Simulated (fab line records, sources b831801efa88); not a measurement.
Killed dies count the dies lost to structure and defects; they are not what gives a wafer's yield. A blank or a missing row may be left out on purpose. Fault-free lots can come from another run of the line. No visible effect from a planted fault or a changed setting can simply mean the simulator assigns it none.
What tool caused it?    flow sfqLine    13 lots, 38 wafers sampled, at 4 steps of a route of 325

## WHAT THE GAUGES SHOWED, per wafer
Not one reading of a measure or inspect step in the record can be checked against a usual standard deviation.

## EACH LOT AND THE TOOL THAT RAN IT (in order: tool; ch and the chambers of the sampled wafers; start)
lot   SFQ_TRILAYER_I4_VIA_ETCH_VIA_ETCH_106  SFQ_TRILAYER_I4_VIA_STRIP_STRIP_107  SFQ_TRILAYER_M5_STRIP_STRIP_127   SFQ_TRILAYER_R5_BARC_OPEN_METAL_ETCH_177
L345  rieDiel-01 ch 0,2,3, day 48 03:44      rieMetal-04 ch 0,1, day 48 03:51     rieMetal-04 ch 0, day 56 02:52    rieMetal-04 ch 0,1, day 62 07:58
L346  rieDiel-04 ch 0,1,2, day 48 16:56      rieMetal-04 ch 0,1, day 48 17:15     rieMetal-03 ch 0,1, day 56 04:00  rieMetal-03 ch 0,1, day 62 09:11
L347  rieDiel-01 ch 0,2,3, day 50 05:02      rieMetal-04 ch 0,1, day 50 05:09     rieMetal-04 ch 0,1, day 56 15:34  rieMetal-03 ch 0,1, day 62 17:22
L348  rieDiel-04 ch 1,2,3, day 50 10:51      rieMetal-02 ch 0,1, day 50 10:58     rieMetal-04 ch 0,1, day 56 19:01  rieMetal-04 ch 0,1, day 62 19:46
L349  rieDiel-01 ch 0,2,3, day 50 13:15      rieMetal-02 ch 0,1, day 50 13:22     rieMetal-04 ch 0,1, day 56 21:27  rieMetal-03 ch 0, day 62 20:59
L350  rieDiel-04 ch 1,2, day 50 18:03        rieMetal-02 ch 0,1, day 50 18:10     rieMetal-02 ch 0,1, day 57 03:34  rieMetal-03 ch 0, day 63 00:35
L351  rieDiel-04 ch 1,2,3, day 51 00:07      rieMetal-01 ch 0,1, day 51 00:22     rieMetal-02 ch 0,1, day 57 08:23  rieMetal-01 ch 0,1, day 63 05:23
L353  rieDiel-04 ch 1,2, day 51 08:27        rieMetal-01 ch 0,1, day 51 08:46     rieMetal-02 ch 0,1, day 57 18:01  rieMetal-04 ch 0,1, day 63 11:23
L357  rieDiel-04 ch 0,2, day 53 00:03        rieMetal-02 ch 0,1, day 53 00:22     rieMetal-02 ch 0,1, day 59 07:22  rieMetal-01 ch 0,1, day 64 23:23
L362  rieDiel-04 ch 1,2,3, day 53 22:27      rieMetal-04 ch 0,1, day 53 22:34     rieMetal-03 ch 0,1, day 60 04:35  rieMetal-03 ch 0,1, day 65 22:35
L363  rieDiel-02 ch 1,2,3, day 53 23:39      rieMetal-01 ch 0,1, day 53 23:58     rieMetal-04 ch 0,1, day 60 05:59  rieMetal-01 ch 0,1, day 65 23:48
L367  rieDiel-01 ch 0,2,3, day 54 21:15      rieMetal-02 ch 0, day 54 21:22       rieMetal-03 ch 0,1, day 61 00:47  rieMetal-03 ch 0,1, day 66 15:23
L368  rieDiel-02 ch 0,1,3, day 55 12:51      rieMetal-01 ch 0,1, day 55 12:58     rieMetal-03 ch 0,1, day 61 16:37  rieMetal-04 ch 0,1, day 66 23:47
- SFQ_TRILAYER_I4_VIA_ETCH_VIA_ETCH_106: etches SiO2 in CHF3, stops on Nb, target depth 260 nm.
- SFQ_TRILAYER_I4_VIA_STRIP_STRIP_107: strips in O2.
- SFQ_TRILAYER_M5_STRIP_STRIP_127: strips in O2.
- SFQ_TRILAYER_R5_BARC_OPEN_METAL_ETCH_177: etches BARC in O2, target depth 125 nm, time 41.7 s.

## AS READ BY THE TOOLS THEMSELVES (means over the sampled wafers that have a number; for cases with no such wafer, the mark the record gives instead)
SFQ_TRILAYER_I4_VIA_ETCH_VIA_ETCH_106.
lot   tool        drypumpMotorCurrentA (A)  oesProductAu (a.u.)
L345  rieDiel-01  5.8                       0.856
L346  rieDiel-04  5.9                       0.854
L347  rieDiel-01  5.8                       0.854
L348  rieDiel-04  6.1                       0.855
L349  rieDiel-01  5.8                       0.858
L350  rieDiel-04  6.3                       0.859
L351  rieDiel-04  6.1                       0.854
L353  rieDiel-04  6.4                       0.853
L357  rieDiel-04  5.7                       0.855
L362  rieDiel-04  6.1                       0.852
L363  rieDiel-02  6.0                       0.849
L367  rieDiel-01  5.8                       0.854
L368  rieDiel-02  5.4                       0.853

SFQ_TRILAYER_I4_VIA_STRIP_STRIP_107.
lot   tool         drypumpMotorCurrentA (A)  heBacksideLeakSccm (sccm)  oesProductAu (a.u.)  platenTempC (C)
L345  rieMetal-04  5.2                       3.51                       1.004                40.10
L346  rieMetal-04  5.2                       3.56                       0.990                40.01
L347  rieMetal-04  5.1                       3.55                       1.005                39.92
L348  rieMetal-02  5.4                       3.51                       0.995                39.93
L349  rieMetal-02  5.0                       3.62                       1.003                39.92
L350  rieMetal-02  5.4                       3.55                       0.983                40.08
L351  rieMetal-01  5.7                       3.40                       0.985                40.02
L353  rieMetal-01  5.7                       3.44                       0.990                40.05
L357  rieMetal-02  5.2                       3.61                       0.996                40.03
L362  rieMetal-04  5.2                       3.51                       0.988                40.04
L363  rieMetal-01  5.5                       3.52                       0.998                39.93
L367  rieMetal-02  5.7                       3.46                       0.996                39.92
L368  rieMetal-01  5.7                       3.45                       0.991                39.86

SFQ_TRILAYER_M5_STRIP_STRIP_127.
lot   tool         drypumpMotorCurrentA (A)  heBacksideLeakSccm (sccm)  oesProductAu (a.u.)  platenTempC (C)
L345  rieMetal-04  5.0                       3.9                        0.999                40.04
L346  rieMetal-03  5.4                       3.4                        1.011                40.19
L347  rieMetal-04  5.2                       3.5                        0.990                40.15
L348  rieMetal-04  5.2                       3.3                        0.987                40.05
L349  rieMetal-04  5.2                       3.5                        1.003                40.14
L350  rieMetal-02  5.0                       3.5                        1.022                39.95
L351  rieMetal-02  5.4                       3.4                        1.003                39.96
L353  rieMetal-02  5.4                       3.5                        1.005                39.94
L357  rieMetal-02  5.2                       3.4                        1.006                39.48
L362  rieMetal-03  5.4                       3.4                        1.002                40.12
L363  rieMetal-04  5.2                       3.5                        1.004                39.91
L367  rieMetal-03  5.4                       4.2                        1.004                39.95
L368  rieMetal-03  5.4                       3.6                        1.001                40.05

SFQ_TRILAYER_R5_BARC_OPEN_METAL_ETCH_177.
lot   tool         drypumpMotorCurrentA (A)  heBacksideLeakSccm (sccm)  oesProductAu (a.u.)
L345  rieMetal-04  5.22                      3.41                       0.689
L346  rieMetal-03  5.34                      3.25                       0.682
L347  rieMetal-03  5.44                      3.39                       0.685
L348  rieMetal-04  5.23                      3.53                       0.691
L349  rieMetal-03  5.25                      3.50                       0.687
L350  rieMetal-03  5.22                      3.27                       0.688
L351  rieMetal-01  5.70                      3.60                       0.689
L353  rieMetal-04  5.21                      3.42                       0.681
L357  rieMetal-01  5.61                      3.58                       0.682
L362  rieMetal-03  5.32                      3.38                       0.687
L363  rieMetal-01  5.53                      3.79                       0.680
L367  rieMetal-03  5.34                      3.35                       0.687
L368  rieMetal-04  5.22                      3.54                       0.686

## THE ANSWER, worked out from the rows above alone
Rule: what is usual is taken from the lots themselves. Put in order of their means at a reading, lots are off if they are a third of the lots or fewer, leave a main group of 4 or more, and stand apart from it by a gap of 3 or more times the standard deviation of the main group's means; of several such gaps the widest counts. A main group is skipped when, at the precision printed for the reading in the tables above, its means are all equal. Also off: a lot with no number at a reading for which 4 or more lots have one. The other lots that the step has rows for count as sound. Order of review: gauges by route order, followed by the tools' own readings, for which a lot's mean as printed above is used. The first step at which some lot is off is used, and at that step the reading that is off furthest; a lot without a number counts as furthest.
Off: L357, at SFQ_TRILAYER_M5_STRIP_STRIP_127 (platenTempC). Main group: mean 40.04 C, sd 0.092.
If a tool, at that step or one of the process steps before it, ran each lot that is off and ran no sound lot following the first of them, it fits. One fits: SFQ_TRILAYER_M5_STRIP_STRIP_127 on rieMetal-02. A fault onset in the window from L353 (day 57 18:01, its last sound lot) to L357 (day 59 07:22, its first lot off) fits.
The tool's own readings at SFQ_TRILAYER_M5_STRIP_STRIP_127 bear it out: on the lots that are off they differ by more than 5 times the standard deviation of the sound lots' means. platenTempC reads 39.48 C there against 40.04 C on the sound lots.

## WHAT THE SIMULATOR HAD INSERTED
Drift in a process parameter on rieMetal-02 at SFQ_TRILAYER_M5_STRIP_STRIP_127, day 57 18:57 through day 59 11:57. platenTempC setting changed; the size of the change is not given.
Lots struck among those shown: L357. The same result came from the rule above.
